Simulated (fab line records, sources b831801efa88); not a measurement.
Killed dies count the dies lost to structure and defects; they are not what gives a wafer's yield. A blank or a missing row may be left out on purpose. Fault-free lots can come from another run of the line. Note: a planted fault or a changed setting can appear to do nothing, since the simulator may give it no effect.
Which tool is to blame? || flow gf180mcu || 15 lots, 42 wafers sampled, at 4 steps of a route of 602

== WHAT EACH GAUGE READ, for each wafer ==
GF_VT_IMPLANT_OVL_MEAS_29. Usual: for VT_IMPLANT_02_OVL the level is -0.5 nm and the standard deviation is 1.2.
{"lot": "L872", "measured": "day 6 20:19", "on": "overlay-01", "VT_IMPLANT_02_OVL (nm)": "-0.1 0.7 -0.3", "flag": ""}
{"lot": "L873", "measured": "day 7 03:00", "on": "overlay-02", "VT_IMPLANT_02_OVL (nm)": "-0.4 1.2 1.4", "flag": ""}
{"lot": "L874", "measured": "day 7 11:48", "on": "overlay-02", "VT_IMPLANT_02_OVL (nm)": "0.3 0.7 -0.2", "flag": ""}
{"lot": "L875", "measured": "day 7 17:46", "on": "overlay-01", "VT_IMPLANT_02_OVL (nm)": "-1.4 1.9 0.3", "flag": ""}
{"lot": "L876", "measured": "day 7 22:02", "on": "overlay-02", "VT_IMPLANT_02_OVL (nm)": "0.2 0.2 0.6", "flag": ""}
{"lot": "L877", "measured": "day 8 09:01", "on": "overlay-01", "VT_IMPLANT_02_OVL (nm)": "0.3 -0.4 0.5", "flag": ""}
{"lot": "L879", "measured": "day 8 20:32", "on": "overlay-02", "VT_IMPLANT_02_OVL (nm)": "-0.3 -0.4 0.6", "flag": ""}
{"lot": "L883", "measured": "day 9 20:22", "on": "overlay-01", "VT_IMPLANT_02_OVL (nm)": "1.4 0.7", "flag": ""}
{"lot": "L884", "measured": "day 10 00:26", "on": "overlay-01", "VT_IMPLANT_02_OVL (nm)": "0.0 0.1", "flag": ""}
{"lot": "L885", "measured": "day 10 11:35", "on": "overlay-01", "VT_IMPLANT_02_OVL (nm)": "1.0 -1.2", "flag": ""}
{"lot": "L890", "measured": "day 11 19:38", "on": "overlay-01", "VT_IMPLANT_02_OVL (nm)": "-0.8 -0.9 -1.9", "flag": ""}
{"lot": "L891", "measured": "day 11 23:00", "on": "overlay-02", "VT_IMPLANT_02_OVL (nm)": "-1.4 0.3 -1.2", "flag": ""}
{"lot": "L892", "measured": "day 12 07:27", "on": "overlay-02", "VT_IMPLANT_02_OVL (nm)": "-3.3 -2.9 -2.6", "flag": ""}
{"lot": "L894", "measured": "day 12 20:57", "on": "overlay-01", "VT_IMPLANT_02_OVL (nm)": "-0.7 -1.6 -1.0", "flag": ""}
{"lot": "L895", "measured": "day 13 02:07", "on": "overlay-01", "VT_IMPLANT_02_OVL (nm)": "-0.2 -0.6 -2.0", "flag": ""}

GF_DUAL_GATE_OVL_MEAS_11. Usual: for DUAL_GATE_OVL the level is 1.4 nm and the standard deviation is 1.4.
{"lot": "L872", "measured": "day 8 07:59", "on": "overlay-02", "DUAL_GATE_OVL (nm)": "0.4 1.9 0.8", "flag": ""}
{"lot": "L873", "measured": "day 8 15:17", "on": "overlay-02", "DUAL_GATE_OVL (nm)": "1.6 1.1 1.9", "flag": ""}
{"lot": "L874", "measured": "day 8 22:41", "on": "overlay-01", "DUAL_GATE_OVL (nm)": "-0.8 0.2 -0.2", "flag": ""}
{"lot": "L875", "measured": "day 9 05:47", "on": "overlay-02", "DUAL_GATE_OVL (nm)": "2.0 2.5 3.9", "flag": ""}
{"lot": "L876", "measured": "day 9 10:08", "on": "overlay-02", "DUAL_GATE_OVL (nm)": "1.9 1.3 1.2", "flag": ""}
{"lot": "L877", "measured": "day 9 22:56", "on": "overlay-02", "DUAL_GATE_OVL (nm)": "-0.5 -0.6 -0.8", "flag": ""}
{"lot": "L879", "measured": "day 10 12:14", "on": "overlay-02", "DUAL_GATE_OVL (nm)": "1.5 2.2 0.4", "flag": ""}
{"lot": "L883", "measured": "day 11 12:05", "on": "overlay-02", "DUAL_GATE_OVL (nm)": "1.5 0.9", "flag": ""}
{"lot": "L884", "measured": "day 11 16:15", "on": "overlay-01", "DUAL_GATE_OVL (nm)": "3.4 2.8", "flag": ""}
{"lot": "L885", "measured": "day 12 03:41", "on": "overlay-01", "DUAL_GATE_OVL (nm)": "-1.7 -1.6", "flag": ""}
{"lot": "L890", "measured": "day 13 14:15", "on": "overlay-02", "DUAL_GATE_OVL (nm)": "2.0 0.8 1.4", "flag": ""}
{"lot": "L891", "measured": "day 13 18:48", "on": "overlay-01", "DUAL_GATE_OVL (nm)": "2.1 1.5 -0.4", "flag": ""}
{"lot": "L892", "measured": "day 14 01:47", "on": "overlay-02", "DUAL_GATE_OVL (nm)": "1.4 -0.7 0.6", "flag": ""}
{"lot": "L894", "measured": "day 14 17:28", "on": "overlay-02", "DUAL_GATE_OVL (nm)": "2.1 0.5 1.0", "flag": ""}
{"lot": "L895", "measured": "day 14 22:11", "on": "overlay-01", "DUAL_GATE_OVL (nm)": "0.9 1.1 2.5", "flag": ""}

== WHAT TOOL EACH LOT RAN ON (gives the tool, then ch and the chambers of the sampled wafers, and finally the start) ==
{"lot": "L872", "GF_VT_IMPLANT_STRIP_09": "plasma_asher-04 ch 0,1, day 5 14:34", "GF_VT_IMPLANT_DEHYDRATE_33": "litho_track-02 ch 0, day 7 03:42"}
{"lot": "L873", "GF_VT_IMPLANT_STRIP_09": "plasma_asher-02 ch 0,1, day 5 20:35", "GF_VT_IMPLANT_DEHYDRATE_33": "litho_track-02 ch 0, day 7 10:30"}
{"lot": "L874", "GF_VT_IMPLANT_STRIP_09": "plasma_asher-04 ch 0,1, day 6 05:26", "GF_VT_IMPLANT_DEHYDRATE_33": "litho_track-02 ch 0, day 7 19:50"}
{"lot": "L875", "GF_VT_IMPLANT_STRIP_09": "plasma_asher-04 ch 0,1, day 6 10:40", "GF_VT_IMPLANT_DEHYDRATE_33": "litho_track-04 ch 0, day 8 01:28"}
{"lot": "L876", "GF_VT_IMPLANT_STRIP_09": "plasma_asher-01 ch 0,1, day 6 14:38", "GF_VT_IMPLANT_DEHYDRATE_33": "litho_track-01 ch 0, day 8 05:29"}
{"lot": "L877", "GF_VT_IMPLANT_STRIP_09": "plasma_asher-04 ch 0,1, day 7 00:40", "GF_VT_IMPLANT_DEHYDRATE_33": "litho_track-02 ch 0, day 8 17:12"}
{"lot": "L879", "GF_VT_IMPLANT_STRIP_09": "plasma_asher-01 ch 0, day 7 11:58", "GF_VT_IMPLANT_DEHYDRATE_33": "litho_track-01 ch 0, day 9 04:49"}
{"lot": "L883", "GF_VT_IMPLANT_STRIP_09": "plasma_asher-04 ch 1, day 8 10:44", "GF_VT_IMPLANT_DEHYDRATE_33": "litho_track-04 ch 0, day 10 04:49"}
{"lot": "L884", "GF_VT_IMPLANT_STRIP_09": "plasma_asher-02 ch 0,1, day 8 15:13", "GF_VT_IMPLANT_DEHYDRATE_33": "litho_track-04 ch 0, day 10 09:11"}
{"lot": "L885", "GF_VT_IMPLANT_STRIP_09": "plasma_asher-01 ch 0,1, day 9 00:56", "GF_VT_IMPLANT_DEHYDRATE_33": "litho_track-04 ch 0, day 10 20:34"}
{"lot": "L890", "GF_VT_IMPLANT_STRIP_09": "plasma_asher-02 ch 0,1, day 10 06:34", "GF_VT_IMPLANT_DEHYDRATE_33": "litho_track-02 ch 0, day 12 04:27"}
{"lot": "L891", "GF_VT_IMPLANT_STRIP_09": "plasma_asher-01 ch 0,1, day 10 10:35", "GF_VT_IMPLANT_DEHYDRATE_33": "litho_track-01 ch 0, day 12 08:24"}
{"lot": "L892", "GF_VT_IMPLANT_STRIP_09": "plasma_asher-02 ch 0,1, day 10 19:05", "GF_VT_IMPLANT_DEHYDRATE_33": "litho_track-01 ch 0, day 12 17:12"}
{"lot": "L894", "GF_VT_IMPLANT_STRIP_09": "plasma_asher-04 ch 0,1, day 11 06:02", "GF_VT_IMPLANT_DEHYDRATE_33": "litho_track-02 ch 0, day 13 06:42"}
{"lot": "L895", "GF_VT_IMPLANT_STRIP_09": "plasma_asher-04 ch 0,1, day 11 12:13", "GF_VT_IMPLANT_DEHYDRATE_33": "litho_track-04 ch 0, day 13 11:44"}
- GF_VT_IMPLANT_STRIP_09: strips in O2/N2.
- GF_VT_IMPLANT_DEHYDRATE_33: time 60 s.

== AS READ BY THE TOOLS THEMSELVES (means over the sampled wafers that have a number; for cases with no such wafer, the mark the record gives instead) ==
GF_VT_IMPLANT_STRIP_09. Usual: drypump_motor_current_A 5.7 A, standard deviation 0.55; heater_power_w 359 W, standard deviation 51; oes_product_au 0.716 a.u., standard deviation 0.004; strip_time_to_endpoint_s 12.63 s, standard deviation 0.033.
{"lot": "L872", "tool": "plasma_asher-04", "drypump_motor_current_A (A)": 5.1, "heater_power_w (W)": 342, "oes_product_au (a.u.)": 0.717, "strip_time_to_endpoint_s (s)": 12.64, "flag": ""}
{"lot": "L873", "tool": "plasma_asher-02", "drypump_motor_current_A (A)": 5.8, "heater_power_w (W)": 341, "oes_product_au (a.u.)": 0.716, "strip_time_to_endpoint_s (s)": 12.62, "flag": ""}
{"lot": "L874", "tool": "plasma_asher-04", "drypump_motor_current_A (A)": 5.1, "heater_power_w (W)": 346, "oes_product_au (a.u.)": 0.714, "strip_time_to_endpoint_s (s)": 12.66, "flag": ""}
{"lot": "L875", "tool": "plasma_asher-04", "drypump_motor_current_A (A)": 5.1, "heater_power_w (W)": 389, "oes_product_au (a.u.)": 0.716, "strip_time_to_endpoint_s (s)": 12.62, "flag": ""}
{"lot": "L876", "tool": "plasma_asher-01", "drypump_motor_current_A (A)": 6.2, "heater_power_w (W)": 345, "oes_product_au (a.u.)": 0.716, "strip_time_to_endpoint_s (s)": 12.68, "flag": ""}
{"lot": "L877", "tool": "plasma_asher-04", "drypump_motor_current_A (A)": 5.1, "heater_power_w (W)": 336, "oes_product_au (a.u.)": 0.716, "strip_time_to_endpoint_s (s)": 12.62, "flag": ""}
{"lot": "L879", "tool": "plasma_asher-01", "drypump_motor_current_A (A)": 6.6, "heater_power_w (W)": 411, "oes_product_au (a.u.)": 0.713, "strip_time_to_endpoint_s (s)": 12.63, "flag": ""}
{"lot": "L883", "tool": "plasma_asher-04", "drypump_motor_current_A (A)": 5.2, "heater_power_w (W)": 431, "oes_product_au (a.u.)": 0.720, "strip_time_to_endpoint_s (s)": 12.64, "flag": ""}
{"lot": "L884", "tool": "plasma_asher-02", "drypump_motor_current_A (A)": 5.8, "heater_power_w (W)": 345, "oes_product_au (a.u.)": 0.715, "strip_time_to_endpoint_s (s)": 12.62, "flag": ""}
{"lot": "L885", "tool": "plasma_asher-01", "drypump_motor_current_A (A)": 6.3, "heater_power_w (W)": 360, "oes_product_au (a.u.)": 0.718, "strip_time_to_endpoint_s (s)": 12.64, "flag": ""}
{"lot": "L890", "tool": "plasma_asher-02", "drypump_motor_current_A (A)": 5.8, "heater_power_w (W)": 344, "oes_product_au (a.u.)": 0.719, "strip_time_to_endpoint_s (s)": 12.59, "flag": ""}
{"lot": "L891", "tool": "plasma_asher-01", "drypump_motor_current_A (A)": 6.2, "heater_power_w (W)": 354, "oes_product_au (a.u.)": 0.717, "strip_time_to_endpoint_s (s)": 12.67, "flag": ""}
{"lot": "L892", "tool": "plasma_asher-02", "drypump_motor_current_A (A)": 5.8, "heater_power_w (W)": 353, "oes_product_au (a.u.)": 0.718, "strip_time_to_endpoint_s (s)": 12.65, "flag": ""}
{"lot": "L894", "tool": "plasma_asher-04", "drypump_motor_current_A (A)": 5.1, "heater_power_w (W)": 377, "oes_product_au (a.u.)": 0.719, "strip_time_to_endpoint_s (s)": 12.67, "flag": ""}
{"lot": "L895", "tool": "plasma_asher-04", "drypump_motor_current_A (A)": 5.1, "heater_power_w (W)": 337, "oes_product_au (a.u.)": 0.715, "strip_time_to_endpoint_s (s)": 12.63, "flag": ""}

GF_VT_IMPLANT_DEHYDRATE_33. Usual: chill_plate_temp_C 23.00 C, standard deviation 0.099; plate_temp_C 200.05 C, standard deviation 0.15; run_length_s 89.22 s, standard deviation 0.19.
{"lot": "L872", "tool": "litho_track-02", "chill_plate_temp_C (C)": 22.98, "plate_temp_C (C)": 200.11, "run_length_s (s)": 89.41, "flag": ""}
{"lot": "L873", "tool": "litho_track-02", "chill_plate_temp_C (C)": 23.19, "plate_temp_C (C)": 199.96, "run_length_s (s)": 89.38, "flag": ""}
{"lot": "L874", "tool": "litho_track-02", "chill_plate_temp_C (C)": 23.18, "plate_temp_C (C)": 200.01, "run_length_s (s)": 89.51, "flag": ""}
{"lot": "L875", "tool": "litho_track-04", "chill_plate_temp_C (C)": 22.90, "plate_temp_C (C)": 199.94, "run_length_s (s)": 89.19, "flag": ""}
{"lot": "L876", "tool": "litho_track-01", "chill_plate_temp_C (C)": 23.11, "plate_temp_C (C)": 199.98, "run_length_s (s)": 89.01, "flag": ""}
{"lot": "L877", "tool": "litho_track-02", "chill_plate_temp_C (C)": 22.89, "plate_temp_C (C)": 200.10, "run_length_s (s)": 89.35, "flag": ""}
{"lot": "L879", "tool": "litho_track-01", "chill_plate_temp_C (C)": 23.04, "plate_temp_C (C)": 200.20, "run_length_s (s)": 88.99, "flag": ""}
{"lot": "L883", "tool": "litho_track-04", "chill_plate_temp_C (C)": 22.88, "plate_temp_C (C)": 200.16, "run_length_s (s)": 96.48, "flag": "OFF"}
{"lot": "L884", "tool": "litho_track-04", "chill_plate_temp_C (C)": 23.18, "plate_temp_C (C)": 200.02, "run_length_s (s)": 96.39, "flag": "OFF"}
{"lot": "L885", "tool": "litho_track-04", "chill_plate_temp_C (C)": 22.96, "plate_temp_C (C)": 200.17, "run_length_s (s)": 96.53, "flag": "OFF"}
{"lot": "L890", "tool": "litho_track-02", "chill_plate_temp_C (C)": 22.99, "plate_temp_C (C)": 199.89, "run_length_s (s)": 89.46, "flag": ""}
{"lot": "L891", "tool": "litho_track-01", "chill_plate_temp_C (C)": 23.03, "plate_temp_C (C)": 200.03, "run_length_s (s)": 89.12, "flag": ""}
{"lot": "L892", "tool": "litho_track-01", "chill_plate_temp_C (C)": 22.95, "plate_temp_C (C)": 200.02, "run_length_s (s)": 89.03, "flag": ""}
{"lot": "L894", "tool": "litho_track-02", "chill_plate_temp_C (C)": 22.99, "plate_temp_C (C)": 200.00, "run_length_s (s)": 89.32, "flag": ""}
{"lot": "L895", "tool": "litho_track-04", "chill_plate_temp_C (C)": 22.99, "plate_temp_C (C)": 200.33, "run_length_s (s)": 89.32, "flag": ""}

== THE ANSWER, worked out from the rows above alone ==
Rule: lot off if the mean of its wafers having a number is beyond 3 standard deviations from the usual mean. A lot without any number at a reading at which 4 lots or more have one is off too. The other lots that the step has rows for count as sound. Order of review: gauges by route order, followed by the tools' own readings, for which a lot's mean as printed above is used. The first step at which some lot is off is used, and at that step the reading that is off furthest; a lot without a number counts as furthest.
Off: L883, L884, L885 (GF_VT_IMPLANT_DEHYDRATE_33, run_length_s).
A tool fits if, at that step or a process step before it, it ran every lot that is off, and no sound lot after the first of them. Of those tried, none fits.

== WHAT THE SIMULATOR PUT IN ==
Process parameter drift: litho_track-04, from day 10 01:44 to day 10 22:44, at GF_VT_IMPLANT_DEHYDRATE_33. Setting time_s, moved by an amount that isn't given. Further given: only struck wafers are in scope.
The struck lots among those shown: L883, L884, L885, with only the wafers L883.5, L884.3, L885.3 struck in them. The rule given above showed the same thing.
